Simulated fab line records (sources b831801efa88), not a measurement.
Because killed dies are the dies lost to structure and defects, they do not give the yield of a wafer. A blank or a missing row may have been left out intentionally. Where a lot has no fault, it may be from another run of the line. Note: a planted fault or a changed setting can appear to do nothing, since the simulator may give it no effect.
2 desks looking at one fault + flow gf180mcu + each desk has only its own numbers; what lay behind them comes last

THE METROLOGY DESK
Means of the sampled wafers that have a number, per lot and without regard to the tool the lot ran on: this is what the gauges read. Marked OUT: a lot whose mean sits more than 4 standard deviations from the usual mean, which makes it out of limits; the brackets give that distance.
Columns: A = V5_W_RS at GF_V5_RS_MEAS_24, usual 0.328 ohm/sq; B = V5_W_THK at GF_V5_THK_MEAS_25, usual 351 nm
| lot  | first seen here | A     | B   |
|------|-----------------|-------|-----|
| L846 | day 27 22:38    | 0.322 | 359 |
| L849 | day 28 14:01    | 0.333 | 347 |
| L850 | day 28 21:52    | 0.332 | 352 |
| L860 | day 32 00:06    | 0.323 | 356 |
| L867 | day 33 14:07    | 0.325 | 354 |
| L868 | day 33 15:03    | 0.331 | 347 |
Result from this desk: across the 6 lots, nothing is out of limits.

AT THE TOOL OWNER'S DESK: pvd_sputter-01
The tool's own readings at GF_TOP_METAL_SPUTTER_03 (material Ti, target thk 5 nm, time 3.3 s): means of the sampled wafers that have a number, for each lot that ran on this tool. Marked OUT: a lot whose mean sits more than 4 standard deviations from the usual mean, which makes it out of limits; the brackets give that distance.
Columns: A = throttle_valve_pct at GF_TOP_METAL_SPUTTER_03, usual 29.8 %
| lot  | first seen here | A    |
|------|-----------------|------|
| L846 | day 27 23:13    | 29.0 |
| L850 | day 28 22:30    | 29.0 |
| L860 | day 32 00:44    | 28.7 |
Result from this desk: across the 3 lots, nothing is out of limits.

BROUGHT TOGETHER
Nothing out of limits was seen by the metrology desk.
The desk of the tool owner found nothing out of limits.

WHAT WAS PUT IN BY THE SIMULATOR
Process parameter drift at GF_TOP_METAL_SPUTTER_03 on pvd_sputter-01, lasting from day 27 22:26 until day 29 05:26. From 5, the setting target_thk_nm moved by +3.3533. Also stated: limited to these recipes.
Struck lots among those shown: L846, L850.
